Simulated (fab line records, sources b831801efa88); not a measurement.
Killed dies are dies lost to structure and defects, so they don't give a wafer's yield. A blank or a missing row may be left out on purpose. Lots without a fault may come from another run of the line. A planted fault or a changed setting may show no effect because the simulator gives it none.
fab line records | flow sfq_line | part 1 of 2: steps 1 to 24 of 35
record lots=5 wafers=15 last_day=94
route steps=325 shown M2@93 I2@103 M3@118
lots that met no fault: from a run of the same line without faults
start_h: hours from the record's first day to the start of the lot's first wafer shown | wait_h: hours since the lot's step before | " the same as in the row above | L1.1+2: a row that stands for several wafers | - no value, or no start given | * or withheld: withheld | < > ~ a bound
route shown NAME@n: a module of which the file shows steps, and the number in the route of the first | usual: mean/standard deviation of fault-free wafers | same: alike in all rows | chamber/n: place in a boat | sites: the reading at each site | _std_site: their standard deviation | _edge_site: outer sites' mean less inner sites' | radius_mm: how far each site lies from the wafer's centre | mask NAME#n: copy n | behind: the tool/chamber that last shaped the wafer | hold: why the lot was held/for how many hours/how that ended | device: the transistor (n, p or np) that didn't switch | end of line: the same wafers' tests at the end of the route | a step without rows: its recipe alone | killed: dies lost to structure and defects at the first sort, not the wafer's yield | map: a wafer's dies, x killed, . not, _ none there
set.NAME: the setting as run; set.NAME@STEP: as run at that earlier step | model.NAME: the simulator's own value behind a step, which no gauge read
lots at some steps of the route; a table a step, a row a wafer
services: from which hour (start_h, from the record's first day; less than 0 if before it) a tool's chamber was out of use, for how many hours, and why
## steps
# step SFQ_TRILAYER_M2_LITHO_COAT_057
# recipe resist=KrF spin_rpm=3000 resist_thk_nm=600
# usual exhaust_pa=45.0/0.78
# columns lot.wafer tool chamber start_h wait_h exhaust_pa
L075.3 litho_track-03 0 404.40 0.2 44.3
L075.4 " 0 " " 44.6
L075.5 " 0 " " 44.5
L091.1 litho_track-03 0 552.26 0.2 45.8
L091.2 " 0 " " 45.7
L091.3 " 0 " " 46.1
L093.1 litho_track-04 0 566.66 0.2 45.3
L093.5 " 0 " " 44.6
L093.6 " 0 " " 44.5
L094.1 litho_track-04 0 573.86 0.2 43.8
L094.4 " 0 " " 46.2
L094.6 " 0 " " 45.3
L095.1 litho_track-02 0 579.99 0.2 44.5
L095.3 " 0 " " 45.8
L095.5 " 0 " " 45.1
# step SFQ_TRILAYER_M2_LITHO_SOFTBAKE_061
# recipe temp_c=withheld time_s=withheld resist=KrF
# usual exhaust_pa=44.9/0.89
# columns lot.wafer tool chamber start_h wait_h exhaust_pa
L075.3 litho_track-03 0 404.65 0.2 46.0
L075.4 " 0 " " 45.2
L075.5 " 0 " " 45.1
L091.1 litho_track-03 0 552.56 0.2 46.2
L091.2 " 0 " " 45.8
L091.3 " 0 " " 45.6
L093.1 litho_track-04 0 566.96 0.2 44.6
L093.5 " 0 " " 45.3
L093.6 " 0 " " 45.8
L094.1 litho_track-04 0 574.16 0.2 45.3
L094.4 " 0 " " 44.1
L094.6 " 0 " " 43.9
L095.1 litho_track-02 0 580.29 0.2 44.4
L095.3 " 0 " " 44.2
L095.5 " 0 " " 45.5
# step SFQ_TRILAYER_M2_LITHO_EXPOSE_058
# recipe mask_id=M2 na=0.6 source_shape=conventional sigma_outer=0.65 target_cd_nm=500 dose_mj=14.4
# columns lot.wafer tool chamber start_h wait_h mask
L075.3+4+5 krf_scanner-02 0 522.63 - M2#0
L091.1+2+3 krf_scanner-02 0 702.48 - M2#0
L093.1+5+6 krf_scanner-02 0 714.44 - M2#0
L094.1+4+6 krf_scanner-01 0 719.36 - M2#0
L095.1+3+5 krf_scanner-01 0 722.96 - M2#0
# step SFQ_TRILAYER_M2_LITHO_PEB_060
# recipe peb_temp_c=115 peb_time_s=60 resist=KrF
# usual exhaust_pa=44.8/0.88
# columns lot.wafer tool chamber start_h wait_h exhaust_pa
L075.3 litho_track-02 0 523.48 0.7 46.4
L075.4 " 0 " " 45.0
L075.5 " 0 " " 45.9
L091.1 litho_track-04 0 703.68 1.0 45.5
L091.2 " 0 " " 44.5
L091.3 " 0 " " 44.7
L093.1 litho_track-03 0 715.64 1.0 46.2
L093.5 " 0 " " 44.7
L093.6 " 0 " " 45.6
L094.1 litho_track-02 0 720.56 1.0 45.9
L094.4 " 0 " " 44.5
L094.6 " 0 " " 46.7
L095.1 litho_track-02 0 724.16 1.0 44.6
L095.3 " 0 " " 45.6
L095.5 " 0 " " 44.5
# step SFQ_TRILAYER_M2_LITHO_DEVELOP_059
# recipe time_s=60 resist=KrF
# usual exhaust_pa=44.9/0.76
# columns lot.wafer tool chamber start_h wait_h exhaust_pa
L075.3 litho_track-02 0 523.63 0.1 44.3
L075.4 " 0 " " 44.4
L075.5 " 0 " " 45.1
L091.1 litho_track-04 0 703.83 0.1 45.5
L091.2 " 0 " " 45.2
L091.3 " 0 " " 44.7
L093.1 litho_track-03 0 715.79 0.1 45.4
L093.5 " 0 " " 45.0
L093.6 " 0 " " 44.2
L094.1 litho_track-02 0 720.71 0.1 43.2
L094.4 " 0 " " 44.1
L094.6 " 0 " " 45.4
L095.1 litho_track-02 0 724.31 0.1 44.1
L095.3 " 0 " " 44.6
L095.5 " 0 " " 45.7
# step SFQ_M2_OVL_MEAS_916
# usual M2_OVL=-2/5.3
# columns lot.wafer tool chamber start_h wait_h M2_OVL[nm]
L075.3 overlay-02 - 523.75 0.1 -12
L075.4 " - " " -11
L075.5 " - " " -5
L091.1 overlay-01 - 703.98 0.1 2
L091.2 " - " " 4
L091.3 " - " " -3
L093.1 overlay-01 - 715.94 0.1 4
L093.5 " - " " 9
L093.6 " - " " 1
L094.1 overlay-01 - 720.86 0.1 -4
L094.4 " - " " -3
L094.6 " - " " -6
L095.1 overlay-02 - 724.46 0.1 -8
L095.3 " - " " -3
L095.5 " - " " -6
# step SFQ_TRILAYER_M2_BARC_OPEN_METAL_ETCH_077
# recipe mask_material=PR chemistry=O2 target_depth_nm=125 target=BARC icp_w=600 bias_w=80 pressure_mtorr=10 time_s=41.7
# usual drypump_motor_current_A=5.6/0.56 oes_product_au=0.685/0.0049
# columns lot.wafer tool chamber start_h wait_h drypump_motor_current_A oes_product_au rf_hours_counter_h
L075.3 rie_metal-04 0 523.79 0.0 6.2 0.682 -
L075.4 " 1 " " 5.7 0.688 -
L075.5 " 0 " " 6.2 0.689 -
L091.1 rie_metal-03 1 704.01 0.0 6.5 0.683 123
L091.2 " 0 " " 5.1 0.691 99
L091.3 " 0 " " 5.1 0.675 -
L093.1 rie_metal-03 0 715.97 0.0 5.1 0.681 101
L093.5 " 1 " " 6.5 0.686 -
L093.6 " 0 " " 5.1 0.681 -
L094.1 rie_metal-01 0 720.90 0.0 5.0 0.688 9
L094.4 " 0 " " 5.0 0.684 -
L094.6 " 0 " " 5.0 0.684 -
L095.1 rie_metal-03 1 724.50 0.0 6.5 0.689 126
L095.3 " 1 " " 6.5 0.679 -
L095.5 " 0 " " 5.0 0.690 -
# step SFQ_TRILAYER_M2_ETCH_METAL_ETCH_060
# recipe target=Nb stop_on=SiO2 mask_material=PR chemistry=Cl2/Ar target_depth_nm=240 icp_w=600 bias_w=80 pressure_mtorr=10 time_s=120
# usual drypump_motor_current_A=5.6/0.56 oes_product_au=0.897/0.0085
# columns lot.wafer tool chamber start_h wait_h drypump_motor_current_A oes_product_au rf_hours_counter_h
L075.3 rie_metal-04 0 523.87 0.1 6.2 0.896 -
L075.4 " 1 " " 5.7 0.882 -
L075.5 " 0 " " 6.2 0.892 -
L091.1 rie_metal-03 1 704.07 0.0 6.5 0.887 123
L091.2 " 0 " " 5.1 0.882 99
L091.3 " 0 " " 5.1 0.897 -
L093.1 rie_metal-03 0 716.03 0.0 5.1 0.893 101
L093.5 " 1 " " 6.5 0.889 -
L093.6 " 0 " " 5.1 0.888 -
L094.1 rie_metal-01 0 720.96 0.0 5.0 0.895 9
L094.4 " 0 " " 5.0 0.890 -
L094.6 " 0 " " 5.0 0.902 -
L095.1 rie_metal-03 1 724.56 0.0 6.5 0.895 126
L095.3 " 1 " " 6.5 0.898 -
L095.5 " 0 " " 5.1 0.885 -
# step SFQ_TRILAYER_M2_STRIP_STRIP_061
# recipe gas=O2 power_w=200 platen_temp_c=40 overash_fraction=0.65 chemistry=O2 pressure_mtorr=50
# usual drypump_motor_current_A=5.6/0.56 oes_product_au=1.005/0.011 platen_temp_c=40.01/0.1
# same overash_fraction=0.65
# columns lot.wafer tool chamber start_h wait_h drypump_motor_current_A oes_product_au platen_temp_c rf_hours_counter_h
L075.3 rie_metal-04 0 524.15 0.2 6.2 0.995 40.11 -
L075.4 " 1 " " 5.7 1.016 40.18 -
L075.5 " 0 " " 6.2 0.995 39.89 -
L091.1 rie_metal-03 1 704.20 0.1 6.5 1.016 40.08 124
L091.2 " 0 " " 5.1 1.002 39.90 100
L091.3 " 0 " " 5.1 0.991 39.94 -
L093.1 rie_metal-03 0 716.16 0.1 5.1 1.008 39.93 101
L093.5 " 1 " " 6.5 1.012 40.06 -
L093.6 " 0 " " 5.1 1.002 39.98 -
L094.1 rie_metal-01 0 721.08 0.1 5.0 0.995 40.02 9
L094.4 " 0 " " 4.9 1.004 39.97 -
L094.6 " 0 " " 5.0 1.002 40.29 -
L095.1 rie_metal-03 1 724.68 0.1 6.5 1.017 40.03 126
L095.3 " 1 " " 6.5 1.004 39.96 -
L095.5 " 0 " " 5.0 0.996 39.94 -
# step SFQ_TRILAYER_M2_STRIP_SOLV_CLEAN_062
# recipe chemistry=NMP temp_c=70 time_s=600
# columns lot.wafer tool chamber start_h wait_h
L075.3+4+5 wet_bench-03 5,0,1 524.55 0.2
L091.1+2+3 wet_bench-01 2,5,6 704.80 0.4
L093.1+5+6 wet_bench-03 2,6,5 716.76 0.4
L094.1+4+6 wet_bench-01 1,3,5 721.68 0.4
L095.1+3+5 wet_bench-03 6,7,1 725.28 0.4
# step SFQ_TRILAYER_I2_DEP_PECVD_063
# recipe material=SiO2 temp_c=150 time_s=111.11 pressure_torr=2.4 rf_w=183.3 precursor=SiH4/N2O target_thk_nm=500
# usual heater_power_w=85/15 throttle_valve_pct=25.2/1.5
# columns lot.wafer tool chamber start_h wait_h heater_power_w since_wet_clean_h throttle_valve_pct
L075.3 pecvd-03 2 524.73 0.0 73 686 25.0
L075.4 " 1 " " 94 - 25.0
L075.5 " 2 " " 77 - 25.0
L091.1 pecvd-03 2 704.97 0.0 87 866 25.1
L091.2 " 0 " " 108 866 27.4
L091.3 " 1 " " 97 866 25.2
L093.1 pecvd-04 0 716.93 0.0 68 1262 28.1
L093.5 " 2 " " 117 - 23.8
L093.6 " 0 " " 71 - 27.9
L094.1 pecvd-01 0 721.86 0.0 81 514 22.8
L094.4 " 1 " " 81 - 24.2
L094.6 " 2 " " 76 - 23.9
L095.1 pecvd-03 2 725.46 0.0 84 887 25.3
L095.3 " 1 " " 84 887 25.6
L095.5 " 2 " " 84 - 25.4
# step SFQ_TRILAYER_I2_CMP_CMP_064
# recipe material=SiO2 down_force_psi=3 platen_rpm=60 pad_velocity_m_s=0.94248
# usual motor_current_A=10.1/0.77 slurry_flow_ml_min=150.1/0.45 time_to_endpoint_s=212/11
# columns lot.wafer tool chamber start_h wait_h motor_current_A slurry_flow_ml_min time_to_endpoint_s
L075.4 cmp-01 2 534.44 9.6 10.2 149.9 219
L075.3 " 3 " " 9.1 150.0 212
L075.5 " 3 536.94 12.1 9.2 150.2 214
L091.1 cmp-02 0 717.79 12.8 11.0 150.4 183
L091.2 " 1 " " 8.8 150.3 200
L091.3 " 2 " " 9.2 150.4 212
L093.1 cmp-02 1 727.29 10.3 9.2 149.4 206
L093.5 " 0 728.79 11.8 10.5 150.5 205
L093.6 " 1 " " 9.2 149.7 211
L094.4 cmp-02 0 729.79 7.9 11.6 150.2 201
L094.1 " 1 " " 9.6 150.3 204
L094.6 " 0 731.79 9.9 11.2 150.4 192
L095.3 cmp-02 0 732.79 7.3 11.0 149.7 199
L095.1 " 2 733.79 8.3 8.9 150.6 207
L095.5 " 1 735.29 9.8 9.0 150.3 210
# step SFQ_I2_BOW_MEAS_917
# recipe mode=bow
# usual I2_BOW=3/9.5
# columns lot.wafer tool chamber start_h wait_h I2_BOW[um]
L075.3 film_metro-01 - 537.48 2.0 -9
L075.4 " - " " 9
L075.5 " - " " 12
L091.1 film_metro-01 - 720.79 2.5 14
L091.2 " - " " 4
L091.3 " - " " 9
L093.1 film_metro-01 - 729.79 2.0 4
L093.5 " - " " 13
L093.6 " - " " 19
L094.1 film_metro-01 - 732.79 2.0 12
L094.4 " - " " 18
L094.6 " - " " 12
L095.1 film_metro-04 - 735.79 1.5 -20
L095.3 " - " " -7
L095.5 " - " " 6
# step SFQ_TRILAYER_I2_METRO_MEASURE_065
# usual thk_nm=199.5/1.5
# columns lot.wafer tool chamber start_h wait_h thk_nm
L075.3 film_metro-01 - 537.96 0.5 199.2
L075.4 " - " " 199.0
L075.5 " - " " 199.7
L091.1 film_metro-01 - 720.91 0.1 197.6
L091.2 " - " " 199.6
L091.3 " - " " 199.4
L093.1 film_metro-01 - 729.91 0.1 199.4
L093.5 " - " " 198.0
L093.6 " - " " 198.5
L094.1 film_metro-01 - 732.91 0.1 198.6
L094.4 " - " " 197.6
L094.6 " - " " 197.4
L095.1 film_metro-04 - 735.91 0.1 199.8
L095.3 " - " " 198.5
L095.5 " - " " 199.5
# step SFQ_TRILAYER_I2_VIA_LITHO_COAT_072
# recipe resist=BARC spin_rpm=3000 resist_thk_nm=62
# usual exhaust_pa=45.1/0.98
# columns lot.wafer tool chamber start_h wait_h exhaust_pa
L075.3 litho_track-01 0 538.86 0.7 43.8
L075.4 " 0 " " 44.3
L075.5 " 0 " " 43.8
L091.1 litho_track-01 0 722.11 1.0 43.8
L091.2 " 0 " " 44.7
L091.3 " 0 " " 44.6
L093.1 litho_track-03 0 731.11 1.0 44.4
L093.5 " 0 " " 43.7
L093.6 " 0 " " 42.5
L094.1 litho_track-02 0 734.11 1.0 44.4
L094.4 " 0 " " 45.0
L094.6 " 0 " " 45.4
L095.1 litho_track-01 0 737.11 1.0 43.5
L095.3 " 0 " " 45.1
L095.5 " 0 " " 45.0
# step SFQ_TRILAYER_I2_VIA_LITHO_COAT_067
# recipe resist=KrF spin_rpm=3000 resist_thk_nm=650
# usual exhaust_pa=44.8/0.75
# columns lot.wafer tool chamber start_h wait_h exhaust_pa
L075.3 litho_track-01 0 539.16 0.2 43.9
L075.4 " 0 " " 44.4
L075.5 " 0 " " 43.5
L091.1 litho_track-01 0 722.41 0.2 43.3
L091.2 " 0 " " 44.7
L091.3 " 0 " " 44.3
L093.1 litho_track-03 0 731.41 0.2 44.7
L093.5 " 0 " " 44.9
L093.6 " 0 " " 45.6
L094.1 litho_track-02 0 734.41 0.2 44.1
L094.4 " 0 " " 44.2
L094.6 " 0 " " 44.3
L095.1 litho_track-01 0 737.41 0.2 45.3
L095.3 " 0 " " 45.3
L095.5 " 0 " " 44.9
# step SFQ_TRILAYER_I2_VIA_LITHO_SOFTBAKE_071
# recipe temp_c=withheld time_s=withheld resist=KrF
# usual exhaust_pa=45.0/0.9
# columns lot.wafer tool chamber start_h wait_h exhaust_pa
L075.3 litho_track-01 0 539.41 0.2 42.9
L075.4 " 0 " " 45.0
L075.5 " 0 " " 45.1
L091.1 litho_track-01 0 722.71 0.2 44.8
L091.2 " 0 " " 47.1
L091.3 " 0 " " 44.5
L093.1 litho_track-03 0 731.71 0.2 44.8
L093.5 " 0 " " 45.5
L093.6 " 0 " " 45.7
L094.1 litho_track-02 0 734.71 0.2 43.4
L094.4 " 0 " " 45.1
L094.6 " 0 " " 45.0
L095.1 litho_track-01 0 737.71 0.2 44.2
L095.3 " 0 " " 45.2
L095.5 " 0 " " 46.4
# step SFQ_TRILAYER_I2_VIA_LITHO_EXPOSE_068
# recipe mask_id=I2 na=0.6 source_shape=conventional sigma_outer=0.65 target_cd_nm=500 dose_mj=21.3
# columns lot.wafer tool chamber start_h wait_h mask
L075.3+4+5 krf_scanner-02 0 698.08 - I2#0
L091.1+2+3 krf_scanner-02 0 868.55 - I2#0
L093.1+5+6 krf_scanner-02 0 878.90 - I2#0
L094.1+4+6 krf_scanner-02 0 882.50 - I2#0
L095.1+3+5 krf_scanner-02 0 886.10 - I2#0
# step SFQ_TRILAYER_I2_VIA_LITHO_PEB_070
# recipe peb_temp_c=115 peb_time_s=60 resist=KrF
# usual exhaust_pa=45.2/0.94
# columns lot.wafer tool chamber start_h wait_h exhaust_pa
L075.3 litho_track-01 0 698.93 0.7 45.6
L075.4 " 0 " " 46.1
L075.5 " 0 " " 45.2
L091.1 litho_track-01 0 869.75 1.0 45.5
L091.2 " 0 " " 46.1
L091.3 " 0 " " 45.7
L093.1 litho_track-02 0 880.10 1.0 44.5
L093.5 " 0 " " 45.2
L093.6 " 0 " " 44.7
L094.1 litho_track-02 0 883.70 1.0 45.3
L094.4 " 0 " " 45.8
L094.6 " 0 " " 45.0
L095.1 litho_track-03 0 887.30 1.0 44.3
L095.3 " 0 " " 43.9
L095.5 " 0 " " 42.9
# step SFQ_TRILAYER_I2_VIA_LITHO_DEVELOP_069
# recipe time_s=60 resist=KrF
# usual exhaust_pa=45.0/0.92
# columns lot.wafer tool chamber start_h wait_h exhaust_pa
L075.3 litho_track-01 0 699.08 0.1 44.2
L075.4 " 0 " " 45.4
L075.5 " 0 " " 45.9
L091.1 litho_track-01 0 869.90 0.1 45.7
L091.2 " 0 " " 46.1
L091.3 " 0 " " 45.2
L093.1 litho_track-02 0 880.25 0.1 44.2
L093.5 " 0 " " 44.3
L093.6 " 0 " " 45.6
L094.1 litho_track-02 0 883.85 0.1 45.8
L094.4 " 0 " " 46.2
L094.6 " 0 " " 44.6
L095.1 litho_track-03 0 887.45 0.1 46.8
L095.3 " 0 " " 45.6
L095.5 " 0 " " 45.9
# step SFQ_I2_OVL_MEAS_918
# usual I2_OVL=1/5.5
# columns lot.wafer tool chamber start_h wait_h I2_OVL[nm]
L075.3 overlay-01 - 699.19 0.1 -2
L075.4 " - " " -1
L075.5 " - " " -1
L091.1 overlay-01 - 870.05 0.1 -2
L091.2 " - " " -2
L091.3 " - " " 1
L093.1 overlay-02 - 880.40 0.1 6
L093.5 " - " " 0
L093.6 " - " " -1
L094.1 overlay-02 - 884.00 0.1 -5
L094.4 " - " " -8
L094.6 " - " " -11
L095.1 overlay-01 - 887.60 0.1 4
L095.3 " - " " 8
L095.5 " - " " 3
# step SFQ_TRILAYER_I2_VIA_BARC_OPEN_VIA_ETCH_096
# recipe mask_material=PR chemistry=O2 target_depth_nm=125 target=BARC source_w=500 bias_w=80 pressure_mtorr=30 time_s=41.7
# usual drypump_motor_current_A=5.6/0.39 oes_product_au=0.686/0.0047
# columns lot.wafer tool chamber start_h wait_h drypump_motor_current_A oes_product_au rf_hours_counter_h
L075.3 rie_diel-03 1 699.21 0.0 5.8 0.688 2
L075.4 " 2 " " 5.7 0.687 6
L075.5 " 2 " " 5.7 0.681 -
L091.1 rie_diel-01 3 870.09 0.0 5.6 0.684 5
L091.2 " 1 " " 5.2 0.683 4
L091.3 " 0 " " 5.4 0.687 6
L093.1 rie_diel-03 3 880.44 0.0 5.0 0.695 1
L093.5 " 1 " " 5.8 0.690 -
L093.6 " 0 " " 6.2 0.687 -
L094.1 rie_diel-03 0 884.04 0.0 6.2 0.679 3
L094.4 " 2 " " 5.7 0.680 8
L094.6 " 2 " " 5.7 0.689 -
L095.1 rie_diel-03 2 887.64 0.0 5.7 0.688 8
L095.3 " 0 " " 6.2 0.682 3
L095.5 " 3 " " 5.0 0.681 -
# step SFQ_TRILAYER_I2_VIA_ETCH_VIA_ETCH_070
# recipe target=SiO2 stop_on=Nb mask_material=PR taper_deg=20 chemistry=CHF3 target_depth_nm=260 source_w=500 bias_w=80 pressure_mtorr=30 time_s=withheld
# usual drypump_motor_current_A=5.6/0.39 oes_product_au=0.853/0.0065
# columns lot.wafer tool chamber start_h wait_h drypump_motor_current_A oes_product_au
L075.3 rie_diel-03 1 699.25 0.0 5.8 0.851
L075.4 " 2 " " 5.7 0.856
L075.5 " 2 " " 5.7 0.855
L091.1 rie_diel-01 3 870.13 0.0 5.6 0.841
L091.2 " 1 " " 5.2 0.851
L091.3 " 0 " " 5.4 0.855
L093.1 rie_diel-03 3 880.48 0.0 5.0 0.850
L093.5 " 1 " " 5.8 0.849
L093.6 " 0 " " 6.2 0.852
L094.1 rie_diel-03 0 884.08 0.0 6.2 0.853
L094.4 " 2 " " 5.7 0.853
L094.6 " 2 " " 5.7 0.844
L095.1 rie_diel-03 2 887.68 0.0 5.7 0.859
L095.3 " 0 " " 6.2 0.846
L095.5 " 3 " " 5.0 0.854
# step SFQ_TRILAYER_I2_VIA_STRIP_STRIP_071
# recipe gas=O2 power_w=200 platen_temp_c=40 overash_fraction=0.65 chemistry=O2 pressure_mtorr=50
# usual drypump_motor_current_A=5.7/0.54 oes_product_au=0.999/0.0097 platen_temp_c=39.99/0.1
# same overash_fraction=0.65
# columns lot.wafer tool chamber start_h wait_h drypump_motor_current_A oes_product_au platen_temp_c rf_hours_counter_h
L075.3 rie_metal-01 0 699.57 - 5.0 1.003 39.96 -
L075.4 " 1 " " 5.6 1.004 39.84 -
L075.5 " 1 " " 5.6 1.009 39.93 -
L091.1 rie_metal-03 1 870.24 - 6.5 0.994 40.07 142
L091.2 " 0 " " 5.0 1.005 40.05 118
L091.3 " 1 " " 6.5 1.000 40.10 -
L093.1 rie_metal-01 0 880.59 - 5.0 1.006 39.75 26
L093.5 " 0 " " 5.0 1.014 39.98 -
L093.6 " 1 " " 5.6 1.008 40.05 -
L094.1 rie_metal-03 1 884.19 - 6.5 0.996 40.00 144
L094.4 " 1 " " 6.5 1.007 39.83 -
L094.6 " 0 " " 5.1 1.000 40.08 -
L095.1 rie_metal-01 1 887.79 - 5.6 1.012 39.95 109
L095.3 " 1 " " 5.6 0.998 39.95 -
L095.5 " 1 " " 5.6 0.990 40.03 -
